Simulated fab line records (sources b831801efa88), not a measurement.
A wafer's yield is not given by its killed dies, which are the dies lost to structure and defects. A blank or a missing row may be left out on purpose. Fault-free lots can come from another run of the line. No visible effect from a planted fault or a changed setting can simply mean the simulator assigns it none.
fab line records + flow gf180mcu
record:
- lots: 14
- wafers: 38
- lastDay: 34
route steps=602 shown STI@10
lots with no fault: from the same line, run without faults
startH: start of the lot's first displayed wafer, in hours after the record's first day + waitH: how many hours have passed since the lot's step before this one + " the same as in the row above + L1.1+2: a row that stands for several wafers + - either no value or no given start + * or withheld: withheld + < > ~ a bound
route shown NAME@n: NAME is a module with steps in the file, n the number in the route of the first one + usual: mean/standard deviation taken from wafers without a fault + same: alike in all rows + chamber/n: place in a boat + sites: each site's reading + _std_site: their standard deviation + _edge_site: mean of outer sites minus mean of inner sites + radiusMm: for every site, how far away it sits from the centre of the wafer + mask NAME#n: copy n + behind: the tool/chamber that last shaped the wafer + hold: the reason the lot was held/the length of the hold in hours/how it ended + device: the n, p or np transistor that did not switch + end of line: at the end of the route, the tests of the same wafers + for a step that has no rows: nothing shown but its recipe + killed: dies lost to structure and defects at the first sort, not the wafer's yield + map: shows each die of a wafer: x if killed, . if not, _ if none is there
set.NAME: setting as actually run; set.NAME@STEP: the setting as run at that earlier step + model.NAME: the simulator's own value behind a step, which no gauge read
one table for each step of the route and one row for each wafer, over a sample of lots
services: when a tool's chamber went out of use (startH, in hours from the record's first day, below 0 if earlier), for how many hours, and the reason
== steps ==
step: GF_STI_EXPOSE_09
recipe:
- maskId: COMP
- targetCdNm: 220
- na: 0.68
- sourceShape: conventional
- sigmaOuter: 0.6
- doseMj: 28
usual:
- focusOffsetNm: 0.1/0.52
| lot.wafer | tool          | chamber | startH | waitH | mask   | focusOffsetNm |
|-----------|---------------|---------|--------|-------|--------|---------------|
| L501.1    | krfScanner-01 | 0       | 19.99  | -     | COMP#0 | -0.5          |
| L501.3    | "             | 0       | "      | "     | COMP#0 | -0.1          |
| L501.6    | "             | 0       | "      | "     | COMP#0 | -0.1          |
| L502.2    | krfScanner-02 | 0       | 25.67  | -     | COMP#0 | 0.2           |
| L502.4    | "             | 0       | "      | "     | COMP#0 | -0.4          |
| L502.5    | "             | 0       | "      | "     | COMP#0 | -0.3          |
| L503.1    | krfScanner-02 | 0       | 29.18  | -     | COMP#0 | -0.7          |
| L503.3    | "             | 0       | "      | "     | COMP#0 | 0.1           |
| L503.5    | "             | 0       | "      | "     | COMP#0 | -0.2          |
| L504.2    | krfScanner-02 | 0       | 34.45  | -     | COMP#0 | 0.6           |
| L504.4    | "             | 0       | "      | "     | COMP#0 | 0.1           |
| L504.5    | "             | 0       | "      | "     | COMP#0 | -0.2          |
| L505.1    | krfScanner-02 | 0       | 40.18  | -     | COMP#0 | 0.0           |
| L505.3    | "             | 0       | "      | "     | COMP#0 | 0.5           |
| L505.5    | "             | 0       | "      | "     | COMP#0 | 0.4           |
| L506.3    | krfScanner-01 | 0       | 46.13  | -     | COMP#0 | -0.2          |
| L506.5    | "             | 0       | "      | "     | COMP#0 | -0.7          |
| L506.6    | "             | 0       | "      | "     | COMP#0 | -0.2          |
| L507.2    | krfScanner-02 | 0       | 49.66  | -     | COMP#0 | 0.2           |
| L507.3    | "             | 0       | "      | "     | COMP#0 | 0.3           |
| L507.6    | "             | 0       | "      | "     | COMP#0 | -0.3          |
| L508.1    | krfScanner-01 | 0       | 55.49  | -     | COMP#0 | 0.1           |
| L508.3    | "             | 0       | "      | "     | COMP#0 | 0.3           |
| L508.5    | "             | 0       | "      | "     | COMP#0 | 0.5           |
| L510.3    | krfScanner-01 | 0       | 66.71  | -     | COMP#0 | -1.0          |
| L510.4    | "             | 0       | "      | "     | COMP#0 | -0.5          |
| L510.6    | "             | 0       | "      | "     | COMP#0 | 0.7           |
| L511.1    | krfScanner-01 | 0       | 69.96  | -     | COMP#0 | 0.0           |
| L511.2    | "             | 0       | "      | "     | COMP#0 | -0.2          |
| L511.5    | "             | 0       | "      | "     | COMP#0 | 0.7           |
| L512.1    | krfScanner-02 | 0       | 75.19  | -     | COMP#0 | 0.8           |
| L512.4    | "             | 0       | "      | "     | COMP#0 | 0.8           |
| L512.6    | "             | 0       | "      | "     | COMP#0 | -0.1          |
| L522.1    | krfScanner-02 | 0       | 125.80 | -     | COMP#0 | -0.8          |
| L523.1    | krfScanner-02 | 0       | 131.01 | -     | COMP#0 | 0.0           |
| L524.1    | krfScanner-01 | 0       | 136.75 | -     | COMP#0 | 0.5           |
| L524.2    | "             | 0       | "      | "     | COMP#0 | -0.4          |
| L524.6    | "             | 0       | "      | "     | COMP#0 | 0.7           |
step: GF_STI_CD_MEAS_12
recipe:
- targetCdNm: 220
usual:
- cdNm: 219.6/1.3
| lot.wafer | tool     | chamber | startH | waitH | hold                    | cdNm  |
|-----------|----------|---------|--------|-------|-------------------------|-------|
| L501.1    | cdSem-01 | -       | 25.68  | 0.1   | -                       | 220.3 |
| L501.3    | "        | -       | "      | "     | -                       | 220.4 |
| L501.6    | "        | -       | "      | "     | -                       | 220.0 |
| L502.2    | cdSem-01 | -       | 31.20  | 0.1   | -                       | 219.2 |
| L502.4    | "        | -       | "      | "     | -                       | 219.1 |
| L502.5    | "        | -       | "      | "     | -                       | 219.1 |
| L503.1    | cdSem-01 | -       | 34.88  | 0.1   | -                       | 222.1 |
| L503.3    | "        | -       | "      | "     | -                       | 222.5 |
| L503.5    | "        | -       | "      | "     | -                       | 222.3 |
| L504.2    | cdSem-01 | -       | 40.28  | 0.1   | -                       | 217.3 |
| L504.4    | "        | -       | "      | "     | -                       | 219.2 |
| L504.5    | "        | -       | "      | "     | -                       | 217.6 |
| L505.1    | cdSem-01 | -       | 46.23  | 0.1   | -                       | 222.3 |
| L505.3    | "        | -       | "      | "     | -                       | 221.6 |
| L505.5    | "        | -       | "      | "     | -                       | 220.1 |
| L506.3    | cdSem-01 | -       | 52.07  | 0.1   | -                       | 219.8 |
| L506.5    | "        | -       | "      | "     | -                       | 219.5 |
| L506.6    | "        | -       | "      | "     | -                       | 221.0 |
| L507.2    | cdSem-02 | -       | 55.73  | 0.1   | -                       | 217.6 |
| L507.3    | "        | -       | "      | "     | -                       | 216.0 |
| L507.6    | "        | -       | "      | "     | -                       | 217.5 |
| L508.1    | cdSem-01 | -       | 61.56  | 0.1   | -                       | 219.4 |
| L508.3    | "        | -       | "      | "     | -                       | 218.9 |
| L508.5    | "        | -       | "      | "     | -                       | 218.9 |
| L510.3    | cdSem-02 | -       | 72.97  | 0.1   | -                       | 219.3 |
| L510.4    | "        | -       | "      | "     | -                       | 218.6 |
| L510.6    | "        | -       | "      | "     | -                       | 218.7 |
| L511.1    | cdSem-02 | -       | 76.66  | 0.1   | -                       | 220.0 |
| L511.2    | "        | -       | "      | "     | -                       | 220.0 |
| L511.5    | "        | -       | "      | "     | -                       | 220.0 |
| L512.1    | cdSem-01 | -       | 82.28  | 0.1   | -                       | 221.7 |
| L512.4    | "        | -       | "      | "     | -                       | 220.1 |
| L512.6    | "        | -       | "      | "     | -                       | 220.3 |
| L522.1    | cdSem-02 | -       | 132.77 | 0.1   | awaitDispo/0.2h/release | 203.5 |
| L522.1    | cdSem-02 | -       | 133.06 | 0.3   | -                       | 203.4 |
| L523.1    | cdSem-01 | -       | 138.52 | 0.1   | awaitDispo/0.2h/release | 203.8 |
| L523.1    | cdSem-01 | -       | 138.81 | 0.3   | -                       | 203.8 |
| L524.1    | cdSem-02 | -       | 144.32 | 0.1   | -                       | 221.2 |
| L524.2    | "        | -       | "      | "     | -                       | 219.3 |
| L524.6    | "        | -       | "      | "     | -                       | 220.3 |
== services ==
| tool          | chamber | startH | hours | kind   |
|---------------|---------|--------|-------|--------|
| krfScanner-02 | -       | -3.72  | 1.3   | pm     |
| krfScanner-01 | -       | 20.71  | 0.8   | pm     |
| krfScanner-02 | -       | 30.51  | 1.0   | pm     |
| krfScanner-01 | -       | 32.08  | 8.4   | repair |
| krfScanner-01 | -       | 71.98  | 0.3   | repair |
| krfScanner-01 | -       | 74.92  | 0.5   | repair |
| krfScanner-01 | -       | 82.88  | 1.0   | pm     |
| krfScanner-02 | -       | 85.56  | 0.8   | pm     |
| krfScanner-02 | -       | 119.79 | 4.0   | pm     |
== key ==
firstSign:
- step: GF_STI_CD_MEAS_12
- reading: visit
- direction: added
effect:
- step: GF_STI_CD_MEAS_12
- reading: cdNm
- direction: down
- sigmas: 12
- usual: 219.6
- struck: 203.7
metAt GF_STI_EXPOSE_09
struckLots L522,L523
struckWafers L522.1,L523.1
testerLeftOut L522,L523
onsetBetween 75.19 125.80
fault:
- kind: processParameterDrift
- tool: krfScanner-02
- chamber: -
- onsetH: 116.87
- steps: GF_STI_EXPOSE_09
- channel: focusNm
- offset: 227.68
- shape: step
- endH: 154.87
- scope: struckWafersOnly
testerLeftOut: of these lots the tester's yield and bins aren't shown, on N5 and GAA mostly nor the transistor test; their killed dies are dies lost to structure and defects alone, not to doping, threshold or leakage, so they don't give the yield
